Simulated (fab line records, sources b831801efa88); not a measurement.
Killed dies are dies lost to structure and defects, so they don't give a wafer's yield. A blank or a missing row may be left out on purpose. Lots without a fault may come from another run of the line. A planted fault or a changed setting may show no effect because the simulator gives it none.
fab line records | flow sky130
record lots=5 wafers=15 last_day=50
route steps=708 shown RES_PROTECT@212 POLY_GATE@213 PAD_OPEN@708
lots that met no fault: from a run of the same line without faults
start_h: hours from the record's first day to the start of the lot's first wafer shown | wait_h: hours since the lot's step before | " the same as in the row above | L1.1+2: a row that stands for several wafers | - no value, or no start given | * or withheld: withheld | < > ~ a bound
route shown NAME@n: a module of which the file shows steps, and the number in the route of the first | usual: mean/standard deviation of fault-free wafers | same: alike in all rows | chamber/n: place in a boat | sites: the reading at each site | _std_site: their standard deviation | _edge_site: outer sites' mean less inner sites' | radius_mm: how far each site lies from the wafer's centre | mask NAME#n: copy n | behind: the tool/chamber that last shaped the wafer | hold: why the lot was held/for how many hours/how that ended | device: the transistor (n, p or np) that didn't switch | end of line: the same wafers' tests at the end of the route | a step without rows: its recipe alone | killed: dies lost to structure and defects at the first sort, not the wafer's yield | map: a wafer's dies, x killed, . not, _ none there
set.NAME: the setting as run; set.NAME@STEP: as run at that earlier step | model.NAME: the simulator's own value behind a step, which no gauge read
lots at some steps of the route; a table a step, a row a wafer
services: from which hour (start_h, from the record's first day; less than 0 if before it) a tool's chamber was out of use, for how many hours, and why
## steps
# step SKY_RES_PROTECT_DEVELOP_06
# recipe resist=NOVOLAK developer=TMAH develop_time_s=60 dev_temp_c=23
# step SKY_POLY_GATE_IMPLANT_02
# recipe species=P energy_kev=30 dose_cm2=7.7e+15 tilt_deg=0
# step SKY_RES_PROTECT_STRIP_07
# recipe chemistry=O2/N2 power_w=1400 pressure_mtorr=1500 platen_temp_c=withheld o2_flow_sccm=3000 n2_flow_sccm=300 overash_fraction=0.5
# usual drypump_motor_current_A=5.8/0.38 o2_flow_sccm=2999/7.8 oes_product_au=0.517/0.0049 strip_time_to_endpoint_s=23.28/0.046
# columns lot.wafer tool chamber start_h wait_h drypump_motor_current_A o2_flow_sccm oes_product_au rf_hours_counter_h strip_time_to_endpoint_s
L394.2 plasma_asher-03 1 333.77 0.1 6.0 2997 0.518 64 23.37
L394.3 " 0 " " 6.4 2989 0.516 - 23.33
L394.4 " 1 " " 6.0 3000 0.512 - 23.34
L396.1 plasma_asher-04 0 348.97 0.1 5.3 3007 0.531 51 23.30
L396.2 " 1 " " 5.8 2995 0.518 51 23.31
L396.5 " 1 " " 5.8 2993 0.513 - 23.32
L400.2 plasma_asher-04 1 399.17 0.1 5.8 2992 0.522 56 23.24
L400.4 " 1 " " 5.9 2993 0.517 - 23.24
L400.5 " 1 " " 5.8 2994 0.515 - 23.22
L413.3 plasma_asher-03 1 492.75 0.1 6.0 3008 0.521 - 23.22
L413.4 " 0 " " 6.4 2992 0.511 - 23.26
L413.5 " 0 " " 6.4 3008 0.518 - 23.21
L416.2 plasma_asher-03 1 524.68 0.1 6.0 3001 0.515 9 23.29
L416.3 " 1 " " 6.0 2998 0.519 - 23.28
L416.4 " 0 " " 6.4 3004 0.515 - 23.32
# step SKY_RES_PROTECT_TW_MEAS_08
# usual POLY_GATE_TW=4065/18
# columns lot.wafer tool chamber start_h wait_h POLY_GATE_TW
L394.2 film_metro-02 - 333.88 0.1 4053
L394.3 " - " " 4079
L394.4 " - " " 4073
L396.1 film_metro-03 - 349.07 0.1 4089
L396.2 " - " " 4087
L396.5 " - " " 4072
L400.2 film_metro-01 - 399.28 0.1 4034
L400.4 " - " " 4051
L400.5 " - " " 4048
L413.3 film_metro-03 - 492.84 0.1 4069
L413.4 " - " " 4050
L413.5 " - " " 4078
L416.2 film_metro-01 - 524.79 0.1 4061
L416.3 " - " " 4064
L416.4 " - " " 4038
# step SKY_RES_PROTECT_CLEAN_09
# recipe chemistry=SC1/SC2 mix=1:4:20 temp_c=70 time_s=150 dry=n2_spin
# step SKY_POLY_GATE_CVD_03
# recipe material=Si3N4 precursor=DCS/NH3 target_thk_nm=75 temp_c=770 time_s=1290 pressure_mtorr=250
# step SKY_POLY_GATE_THK_MEAS_04
# recipe reads=Si3N4_of_POLY_GATE_CVD_03
# usual POLY_GATE_CVD_03_THK=75.2/0.7
# columns lot.wafer tool chamber start_h wait_h POLY_GATE_CVD_03_THK[nm]
L394.2 film_metro-02 - 336.33 0.0 75.7
L394.3 " - " " 75.2
L394.4 " - " " 75.8
L396.1 film_metro-02 - 350.59 0.0 75.2
L396.2 " - " " 75.3
L396.5 " - " " 75.5
L400.2 film_metro-02 - 400.75 0.0 75.4
L400.4 " - " " 74.5
L400.5 " - " " 75.2
L413.3 film_metro-04 - 494.99 0.0 74.8
L413.4 " - " " 74.7
L413.5 " - " " 74.8
L416.2 film_metro-01 - 526.26 0.0 75.2
L416.3 " - " " 75.2
L416.4 " - " " 75.3
# step SKY_POLY_GATE_DEHYDRATE_05
# recipe temp_c=200 time_s=60
# step SKY_POLY_GATE_HMDS_06
# recipe prime_time_s=60 prime_temp_c=120
# step SKY_POLY_GATE_COAT_07
# recipe resist=BARC temp_c=withheld time_s=withheld spin_rpm=3000 resist_thk_nm=110
# step SKY_POLY_GATE_COAT_08
# recipe resist=KrF-thick spin_rpm=3000 resist_thk_nm=450
# step SKY_POLY_GATE_SOFTBAKE_09
# recipe temp_c=100 time_s=90 resist=KrF-thick
# step SKY_POLY_GATE_EXPOSE_10
# recipe mask_id=P1M na=0.68 source_shape=conventional sigma_outer=0.6 target_cd_nm=150 dose_mj=28
# columns lot.wafer tool chamber start_h wait_h mask
L394.2+3+4 krf_scanner-01 0 349.56 - P1M#0
L396.1+2+5 krf_scanner-01 0 365.07 - P1M#0
L400.2+4+5 krf_scanner-02 0 416.50 - P1M#0
L413.3+4+5 krf_scanner-02 0 510.89 - P1M_R1#0
L416.2+3+4 krf_scanner-02 0 541.21 - P1M#0
# step SKY_POLY_GATE_PEB_11
# recipe peb_temp_c=withheld peb_time_s=withheld resist=KrF-thick
# step SKY_POLY_GATE_DEVELOP_12
# recipe develop_time_s=60 resist=KrF-thick dev_temp_c=21
# step SKY_POLY_GATE_CD_MEAS_13
# recipe target_cd_nm=150
# usual cd_nm=149.9/1.3
# columns lot.wafer tool chamber start_h wait_h cd_nm
L394.2 cd_sem-02 - 363.64 - 149.6
L394.3 " - " " 151.3
L394.4 " - " " 152.1
L396.1 cd_sem-02 - 378.03 - 150.5
L396.2 " - " " 149.3
L396.5 " - " " 149.8
L400.2 cd_sem-02 - 430.63 - 148.6
L400.4 " - " " 148.1
L400.5 " - " " 147.8
L413.3 cd_sem-01 - 525.72 - 172.2
L413.4 " - " " 172.5
L413.5 " - " " 172.2
L416.2 cd_sem-01 - 555.93 - 149.1
L416.3 " - " " 149.3
L416.4 " - " " 149.2
# step SKY_POLY_GATE_OVL_MEAS_14
# usual POLY_GATE_OVL=-1/4.4
# columns lot.wafer tool chamber start_h wait_h POLY_GATE_OVL[nm]
L394.2 overlay-01 - 363.74 0.1 0
L394.3 " - " " -2
L394.4 " - " " -6
L396.1 overlay-02 - 378.15 0.1 2
L396.2 " - " " 2
L396.5 " - " " -1
L400.2 overlay-01 - 430.74 0.1 -6
L400.4 " - " " -7
L400.5 " - " " -5
L413.3 overlay-01 - 525.81 0.1 2
L413.4 " - " " 1
L413.5 " - " " 5
L416.2 overlay-01 - 556.03 0.1 0
L416.3 " - " " 3
L416.4 " - " " -1
# step SKY_POLY_GATE_ETCH_15
# recipe chemistry=N2/H2 target=BARC ion_energy_ev=200 source_w=500 bias_w=100 pressure_mtorr=30 n2_flow_sccm=100 h2_flow_sccm=200 stop_on=SiO2 time_s=118.5 target_depth_a=1100
# usual drypump_motor_current_A=5.7/0.47 oes_product_au=0.716/0.0049 throttle_valve_pct=13.212/0.0085
# columns lot.wafer tool chamber start_h wait_h drypump_motor_current_A oes_product_au rf_hours_counter_h throttle_valve_pct model.POLY_GATE.cd_nm
L394.2 rie_diel-01 0 363.77 0.0 6.4 0.712 6 13.196 151
L394.3 " 2 " " 5.4 0.712 93 13.211 155.9
L394.4 " 3 " " 5.0 0.721 8 13.213 153.8
L396.1 rie_diel-03 0 378.18 0.0 5.1 0.714 111 13.224 147.8
L396.2 " 3 " " 5.9 0.710 18 13.196 150.1
L396.5 " 0 " " 5.1 0.716 - 13.226 150.2
L400.2 rie_diel-03 1 430.77 0.0 5.6 0.706 90 13.216 146
L400.4 " 2 " " 6.2 0.717 8 13.217 147
L400.5 " 2 " " 6.3 0.721 - 13.226 146.5
L413.3 rie_diel-03 0 525.83 0.0 5.1 0.713 2 13.203 173.8
L413.4 " 3 " " 5.9 0.712 21 13.218 173.8
L413.5 " 3 " " 5.9 0.708 - 13.209 172.7
L416.2 rie_diel-04 0 556.06 0.0 6.4 0.711 3 13.206 147.8
L416.3 " 2 " " 6.0 0.724 82 13.226 150.5
L416.4 " 3 " " 5.7 0.710 38 13.201 149.4
# step SKY_POLY_GATE_ETCH_16
# recipe stop_on=poly-Si chemistry=CH3F/O2 target=Si3N4 source_w=400 bias_w=80 pressure_mtorr=25 ch3f_flow_sccm=40 O2_flow_sccm=30 time_s=147.5 target_depth_a=750
# usual O2_flow_sccm=30.01/0.091 drypump_motor_current_A=5.7/0.47 oes_product_au=0.642/0.0051 throttle_valve_pct=10.535/0.009
# columns lot.wafer tool chamber start_h wait_h O2_flow_sccm drypump_motor_current_A oes_product_au rf_hours_counter_h throttle_valve_pct
L394.2 rie_diel-01 0 363.85 0.0 30.03 6.4 0.633 6 10.535
L394.3 " 2 " " 29.89 5.4 0.638 93 10.534
L394.4 " 3 " " 30.03 5.1 0.652 8 10.535
L396.1 rie_diel-03 0 378.27 0.0 30.09 5.1 0.638 111 10.536
L396.2 " 3 " " 30.11 5.9 0.636 18 10.537
L396.5 " 0 " " 30.01 5.1 0.643 - 10.529
L400.2 rie_diel-03 1 430.85 0.0 30.04 5.6 0.644 90 10.540
L400.4 " 2 " " 30.07 6.2 0.650 8 10.531
L400.5 " 2 " " 30.09 6.3 0.636 - 10.539
L413.3 rie_diel-03 0 525.92 0.0 30.00 5.1 0.644 2 10.530
L413.4 " 3 " " 30.13 5.9 0.633 21 10.548
L413.5 " 3 " " 30.03 5.9 0.640 - 10.529
L416.2 rie_diel-04 0 556.15 0.0 30.03 6.4 0.645 3 10.537
L416.3 " 2 " " 30.02 5.9 0.644 82 10.540
L416.4 " 3 " " 30.07 5.7 0.647 38 10.545
# step SKY_POLY_GATE_ETCH_17
# recipe target_depth_nm=180 stop_on=SiO2 over_etch_frac=0.56667 chemistry=HBr/Cl2 target=poly-Si icp_w=400 bias_w=100 pressure_mtorr=10 HBr_flow_sccm=150 Cl2_flow_sccm=50 time_s=70.5
# usual drypump_motor_current_A=5.6/0.49 oes_product_au=0.986/0.0072 throttle_valve_pct=33.685/0.0092
# columns lot.wafer tool chamber start_h wait_h drypump_motor_current_A oes_product_au rf_hours_counter_h throttle_valve_pct model.POLY_GATE.cd_nm
L394.2 rie_si-02 1 363.95 0.0 6.1 0.993 68 33.677 150.5
L394.3 " 2 " " 5.6 0.973 3 33.691 155.9
L394.4 " 0 " " 5.3 0.998 4 33.690 151.5
L396.1 rie_si-01 1 378.37 0.0 5.0 0.995 3 33.679 148.1
L396.2 " 3 " " 6.1 0.986 0 33.699 149.7
L396.5 " 2 " " 5.8 0.974 - 33.670 148.2
L400.2 rie_si-01 3 430.95 0.0 6.1 0.985 1 33.691 145.9
L400.4 " 2 " " 5.7 0.976 54 33.681 146.1
L400.5 " 2 " " 5.8 0.977 - 33.697 144.6
L413.3 rie_si-01 3 526.02 0.0 6.0 0.968 1 33.693 175
L413.4 " 2 " " 5.8 0.988 0 33.676 174.5
L413.5 " 0 " " 4.9 0.981 - 33.687 171.3
L416.2 rie_si-02 0 556.25 0.0 5.3 0.997 5 33.688 146.4
L416.3 " 2 " " 5.5 0.984 4 33.673 150.8
L416.4 " 1 " " 6.1 0.997 0 33.694 150
# step SKY_POLY_GATE_STRIP_18
# recipe chemistry=O2/N2 power_w=1400 pressure_mtorr=1500 platen_temp_c=withheld o2_flow_sccm=3000 n2_flow_sccm=300 overash_fraction=0.5
# usual drypump_motor_current_A=6.0/0.4 o2_flow_sccm=3000/10 oes_product_au=0.361/0.0047 strip_time_to_endpoint_s=3.16/0.035
# columns lot.wafer tool chamber start_h wait_h drypump_motor_current_A o2_flow_sccm oes_product_au rf_hours_counter_h strip_time_to_endpoint_s
L394.2 plasma_asher-03 0 364.01 0.0 6.4 2995 0.358 67 3.22
L394.3 " 0 " " 6.4 3005 0.358 - 3.17
L394.4 " 1 " " 6.0 3006 0.357 - 3.11
L396.1 plasma_asher-04 0 378.42 0.0 5.2 2994 0.365 54 3.13
L396.2 " 1 " " 5.8 2994 0.361 54 3.16
L396.5 " 0 " " 5.2 2983 0.359 - 3.13
L400.2 plasma_asher-03 1 431.01 0.0 6.0 3008 0.371 0 3.13
L400.4 " 1 " " 6.0 2996 0.363 - 3.15
L400.5 " 0 " " 6.4 2991 0.360 - 3.20
L413.3 plasma_asher-03 1 526.10 0.1 6.0 3000 0.360 - 3.17
L413.4 " 0 " " 6.4 3008 0.364 - 3.23
L413.5 " 1 " " 6.0 3013 0.357 - 3.17
L416.2 plasma_asher-01 0 556.30 0.0 6.4 3013 0.356 86 3.14
L416.3 " 0 " " 6.4 3020 0.365 - 3.18
L416.4 " 1 " " 5.9 2994 0.368 - 3.23
# step SKY_PAD_OPEN_PROBE_99
# usual killed_at_M0_to_M3=44/7.1 killed_at_M4_up=3.3/1.8 killed_at_contacts=24/5.1 killed_at_front_end=16/4.7 killed_at_other=0.3/0.52 killed_dies=87/9.7 killed_on_rim=17/3.8 killed_open=47/6.8 killed_short=39/6.7
# same gross_dies=492 killed_at_back_side=0
# columns lot.wafer tool chamber start_h wait_h killed_at_M0_to_M3 killed_at_M4_up killed_at_contacts killed_at_front_end killed_at_other killed_dies killed_on_rim killed_open killed_short
L394.2 prober-01 - 1071.28 0.1 41 5 27 15 0 88 18 61 26
L394.3 prober-01 - 1071.33 0.2 53 5 29 15 0 102 23 60 42
L394.4 prober-01 - 1071.38 0.2 53 4 33 11 0 101 21 56 44
L396.1 prober-02 - 1083.85 0.1 37 5 24 16 0 82 23 43 39
L396.2 prober-02 - 1083.90 0.1 51 4 33 19 1 108 25 59 49
L396.5 prober-02 - 1084.05 0.2 46 3 16 20 0 85 16 45 40
L400.2 prober-02 - 1122.33 0.1 37 4 27 15 0 83 19 43 40
L400.4 prober-02 - 1122.43 0.2 41 3 24 14 0 82 18 35 47
L400.5 prober-02 - 1122.48 0.2 41 5 26 11 0 83 14 51 32
L413.3 prober-01 - 1175.94 0.2 40 0 37 82 1 160 48 50 43
L413.4 prober-01 - 1175.99 0.2 32 3 26 85 0 146 47 44 25
L413.5 prober-01 - 1176.04 0.2 37 3 20 81 0 141 52 41 36
L416.2 prober-02 - 1192.22 0.1 40 1 38 17 1 97 17 57 39
L416.3 prober-02 - 1192.27 0.2 43 1 28 11 1 84 16 41 42
L416.4 prober-02 - 1192.32 0.2 31 1 25 13 2 72 13 44 26
# killed by level:class
L394.2 CONTACT:geometric_particle:open=15 VIA2:geometric_particle:open=9 VIA1:geometric_particle:open=8 VIA3:geometric_particle:open=7 FIELD_ISO:geometric_particle:open=5 SPACER:geometric_particle:open=4 METAL2:geometric_particle:short=4 METAL1:geometric_particle:short=4
L394.3 VIA1:geometric_particle:open=16 LI_CONTACT:geometric_particle:open=12 CONTACT:geometric_particle:open=9 METAL2:geometric_particle:short=8 VIA2:geometric_particle:open=7 VIA1:geometric_particle:short=6 METAL1:geometric_particle:short=5 VIA3:geometric_particle:open=5
L394.4 LI_CONTACT:geometric_particle:open=14 CONTACT:geometric_particle:open=11 METAL2:geometric_particle:short=9 VIA1:geometric_particle:open=7 VIA2:geometric_particle:open=7 VIA2:geometric_particle:short=6 FIELD_ISO:geometric_particle:short=4 FIELD_ISO:geometric_particle:open=4
L396.1 CONTACT:geometric_particle:open=8 CONTACT:geometric_particle:short=8 FIELD_ISO:geometric_particle:open=7 VIA1:geometric_particle:open=7 LI_CONTACT:geometric_particle:open=6 FIELD_ISO:geometric_particle:short=5 METAL1:geometric_particle:short=5 METAL2:geometric_particle:short=4
L396.2 LI_CONTACT:geometric_particle:open=12 CONTACT:geometric_particle:open=12 METAL2:geometric_particle:short=10 FIELD_ISO:geometric_particle:open=8 VIA1:geometric_particle:open=7 VIA2:geometric_particle:open=7 VIA3:geometric_particle:open=6 METAL1:geometric_particle:short=6
L396.5 VIA1:geometric_particle:open=9 VIA3:geometric_particle:open=7 FIELD_ISO:geometric_particle:open=6 FIELD_ISO:geometric_particle:short=6 CONTACT:geometric_particle:open=5 VIA2:geometric_particle:short=5 CONTACT:geometric_particle:short=4 METAL1:geometric_particle:open=4
L400.2 VIA1:geometric_particle:open=11 METAL2:geometric_particle:short=9 CONTACT:geometric_particle:open=8 LI_CONTACT:geometric_particle:open=7 LI_CONTACT:geometric_particle:short=5 METAL1:geometric_particle:short=5 VIA2:geometric_particle:open=5 FIELD_ISO:geometric_particle:short=4
L400.4 CONTACT:geometric_particle:open=8 CONTACT:geometric_particle:short=7 VIA2:geometric_particle:open=6 METAL1:geometric_particle:short=6 VIA1:geometric_particle:short=5 POLY_GATE:geometric_particle:short=5 LOCAL_INTERCONNECT:geometric_particle:short=5 VIA1:geometric_particle:open=5
L400.5 LI_CONTACT:geometric_particle:open=10 CONTACT:geometric_particle:open=8 VIA1:geometric_particle:open=8 VIA3:geometric_particle:open=6 VIA1:geometric_particle:short=6 VIA2:geometric_particle:open=6 METAL1:geometric_particle:short=5 POLY_GATE:geometric_particle:open=4
L413.3 POLY_GATE:area_expose=67 CONTACT:geometric_particle:open=17 LI_CONTACT:geometric_particle:open=8 METAL1:geometric_particle:short=6 VIA1:geometric_particle:open=6 VIA1:geometric_particle:short=6 METAL2:geometric_particle:short=6 FIELD_ISO:geometric_particle:open=5
L413.4 POLY_GATE:area_expose=77 CONTACT:geometric_particle:open=12 VIA1:geometric_particle:short=8 LI_CONTACT:geometric_particle:open=7 VIA3:geometric_particle:open=6 VIA1:geometric_particle:open=5 CONTACT:geometric_particle:short=3 LOCAL_INTERCONNECT:geometric_particle:short=3
L413.5 POLY_GATE:area_expose=64 CONTACT:geometric_particle:open=9 VIA1:geometric_particle:open=8 FIELD_ISO:geometric_particle:short=6 VIA3:geometric_particle:open=6 LI_CONTACT:geometric_particle:open=5 FIELD_ISO:geometric_particle:open=4 POLY_GATE:geometric_particle:short=4
L416.2 CONTACT:geometric_particle:open=15 VIA3:geometric_particle:open=9 LI_CONTACT:geometric_particle:open=8 VIA1:geometric_particle:open=8 LOCAL_INTERCONNECT:geometric_particle:short=6 FIELD_ISO:geometric_particle:short=5 POLY_GATE:geometric_particle:short=5 CONTACT:geometric_particle:short=5
L416.3 CONTACT:geometric_particle:open=11 METAL3:geometric_particle:short=8 VIA1:geometric_particle:open=8 METAL2:geometric_particle:short=7 LI_CONTACT:geometric_particle:open=6 FIELD_ISO:geometric_particle:open=4 LI_CONTACT:geometric_particle:short=4 LOCAL_INTERCONNECT:geometric_particle:short=4
L416.4 CONTACT:geometric_particle:open=11 VIA1:geometric_particle:open=8 VIA2:geometric_particle:open=7 FIELD_ISO:geometric_particle:open=6 LOCAL_INTERCONNECT:geometric_particle:short=5 VIA3:geometric_particle:open=5 LI_CONTACT:geometric_particle:open=4 CONTACT:geometric_particle:short=4
# map L413.3 (x killed, . not)
__________xxxxx..x.x_________
________.xxx.....xx..._______
______x..x..xx.x..x....x_____
_____x.........x.x..x...x____
____.x.xx.xxx...x..x.x...x___
___x..x...x...xx..xx...xxxx__
__........xx...........x.x.x_
_x....x........x.x..x.x..xxxx
_.........x...xx..x.....x..xx
_...x...............x..x.x..x
_.......xx.......x...x....xxx
_....x............x......x..x
_xx.x......x....x...x.....xxx
_.xxx.......xx...xx....x.xxxx
_x.......x...x.......x...x...
__x..xx...........xx..x.x..x_
___.x..x.x...x.........x.xx__
____x....x...x....x..xxx.x___
_____......x...x..xxx.x..____
______...x...xxx.x.xxxx._____
________x..xx.x..x.x.x_______
__________x...xxxx.x_________
# map L400.2 (x killed, . not)
__________..x......._________
________x...xx......x._______
______x..........x.....x_____
_____.............x.x....____
____x.x..............x....___
___.x...xx.....x...........__
__............x....x........_
_x...x.......x......x........
_..x....x....x..x.x.x...x....
_.x.....x........x.......x...
_.xx.x..........x....xx.....x
_x.........x......x....x..xx.
_.....x...xx.x.............x.
_..x...x............x....xx..
_.....x..x........x..........
__.x.....x....x............._
___...xx......x.x......x.x.__
____........x..x.......x..___
_____..x.x.............xx____
______........x........._____
________x.x......x...._______
__________....xx.x.._________
## services
# columns tool chamber start_h hours kind
rie_diel-03 3 337.42 22.5 repair
plasma_asher-03 - 348.15 7.2 repair
krf_scanner-02 - 351.06 0.2 repair
krf_scanner-02 - 359.75 0.4 repair
krf_scanner-02 - 378.87 1.0 pm
krf_scanner-02 - 379.87 0.8 pm
krf_scanner-02 - 380.62 1.3 pm
krf_scanner-02 - 385.39 1.2 repair
krf_scanner-02 - 403.03 1.0 pm
plasma_asher-03 - 403.94 1.8 repair
plasma_asher-03 - 421.25 9.0 pm
krf_scanner-02 - 434.92 5.5 repair
krf_scanner-02 - 440.39 0.8 pm
rie_diel-03 - 443.09 14.6 pm
rie_diel-03 - 458.96 0.7 repair
plasma_asher-03 - 483.82 0.5 repair
rie_si-01 0 485.29 13.6 repair
rie_si-01 - 490.88 0.3 repair
rie_diel-03 - 495.18 0.7 repair
krf_scanner-02 - 533.33 1.3 pm
plasma_asher-03 - 535.53 1.2 repair
plasma_asher-04 - 550.75 0.4 repair
krf_scanner-02 - 551.88 1.2 repair
plasma_asher-03 - 552.25 15.6 pm
## key
first_sign step=SKY_POLY_GATE_EXPOSE_10 reading=mask direction=changed
effect step=SKY_POLY_GATE_CD_MEAS_13 reading=cd_nm direction=up sigmas=17 usual=149.9 struck=172.3
effect step=SKY_PAD_OPEN_PROBE_99 reading=killed_at_front_end direction=up sigmas=14 usual=16 struck=83
model_effect step=SKY_POLY_GATE_ETCH_15 value=POLY_GATE.cd_nm without=151.4 struck=173.4
model_effect step=SKY_POLY_GATE_ETCH_17 value=POLY_GATE.cd_nm without=151.6 struck=173.6
more_kills_born_at SKY_POLY_GATE_EXPOSE_10@krf_scanner-02=208
met_at SKY_POLY_GATE_EXPOSE_10
struck_wafers L413.3,L413.4,L413.5
tester_left_out L413
onset_between 416.50 510.89
fault kind=wrong_mask tool=any chamber=- onset_h=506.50 steps=SKY_POLY_GATE_EXPOSE_10 aux_copy=P1M_R1#0 cd_offset_nm=22 scope=struck_lots_only
# tester_left_out: of these lots the tester's yield and bins aren't shown, on N5 and GAA mostly nor the transistor test; their killed dies are dies lost to structure and defects alone, not to doping, threshold or leakage, so they don't give the yield
